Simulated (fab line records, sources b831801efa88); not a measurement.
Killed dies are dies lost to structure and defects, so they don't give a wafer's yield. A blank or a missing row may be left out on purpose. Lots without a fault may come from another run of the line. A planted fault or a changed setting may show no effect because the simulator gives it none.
One fault seen from 2 desks | flow gf180mcu | each desk has only its own numbers; what lay behind them comes last

THE METROLOGY DESK
What the gauges read, lot by lot, whatever tool the lot ran on: means of the sampled wafers that have a number. A lot is out of limits, marked OUT, if its mean lies more than 4 standard deviations from the usual mean; the brackets give that distance.
Columns: A = M4_ALCU_RS at GF_M4_RS_MEAS_05, usual 0.0694 ohm/sq; B = cd_nm at GF_V4_CD_MEAS_14, usual 260.2 nm; C = MIM_ALCU_RS at GF_MIM_RS_MEAS_10, usual 0.1596 ohm/sq
lot  | first seen here | A      | B                | C
L136 | day 22 19:51    | 0.0698 | 261.5            | 0.1569
L139 | day 24 04:50    | 0.0696 | 260.4            | 0.1632
L140 | day 24 14:45    | 0.0700 | 261.9            | 0.1589
L141 | day 24 23:29    | 0.0676 | 259.1            | 0.1579
L142 | day 25 04:28    | 0.0675 | 262.1            | 0.1597
L144 | day 25 21:05    | 0.0692 | 251.0 (-7.7) OUT | 0.1621
L146 | day 26 05:53    | 0.0689 | 251.7 (-7.1) OUT | 0.1593
L154 | day 28 17:35    | 0.0709 | 260.6            | 0.1627
L155 | day 29 03:08    | 0.0689 | 259.4            | 0.1580
L156 | day 29 06:04    | 0.0699 | 259.2            | 0.1602
L157 | day 29 09:07    | 0.0690 | 260.4            | 0.1629
L158 | day 29 19:19    | 0.0703 | 261.7            | 0.1597
This desk's finding: out of limits on L144, L146; first on L144, day 27 14:55 (cd_nm at GF_V4_CD_MEAS_14). In limits: L136, L139, L140, L141, L142, L154, L155, L156, L157, L158.

THE TOOL OWNER'S DESK: litho_track-02
The tool's own readings at GF_V4_PEB_12 (peb time 90 s): means of the sampled wafers that have a number, for each lot that ran on this tool. A lot is out of limits, marked OUT, if its mean lies more than 4 standard deviations from the usual mean; the brackets give that distance.
Columns: A = exhaust_pa at GF_V4_PEB_12, usual 45.1 Pa; B = heater_power_total_W at GF_V4_PEB_12, usual 85.70 W
lot  | first seen here | A    | B
L136 | day 24 17:28    | 44.0 | 85.76
L139 | day 26 01:44    | 44.7 | 85.71
L142 | day 27 00:11    | 44.8 | 85.75
L144 | day 27 14:35    | 45.7 | 93.86 (+96) OUT
L146 | day 27 22:59    | 45.2 | 93.83 (+96) OUT
L155 | day 30 17:41    | 44.4 | 85.60
L157 | day 30 23:14    | 45.9 | 85.73
L158 | day 31 09:17    | 45.5 | 85.82
This desk's finding: out of limits on L144, L146; first on L144, day 27 14:35 (heater_power_total_W at GF_V4_PEB_12). In limits: L136, L139, L142, L155, L157, L158.

PUT TOGETHER
The tool owner's desk could have raised an alarm at day 27 14:35, on L144, L146.
The metrology desk could have raised an alarm at day 27 14:55, on L144, L146.
Of the lots named, all ran GF_V4_PEB_12 on litho_track-02.

WHAT THE SIMULATOR HAD PUT IN
Process parameter drift: litho_track-02, from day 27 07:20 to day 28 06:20, at GF_V4_PEB_12. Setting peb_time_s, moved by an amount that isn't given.
Lots struck among those shown: L144, L146.
Hours from the fault's start to each desk's first reading out of limits: the tool owner's desk, 7; the metrology desk, 8.
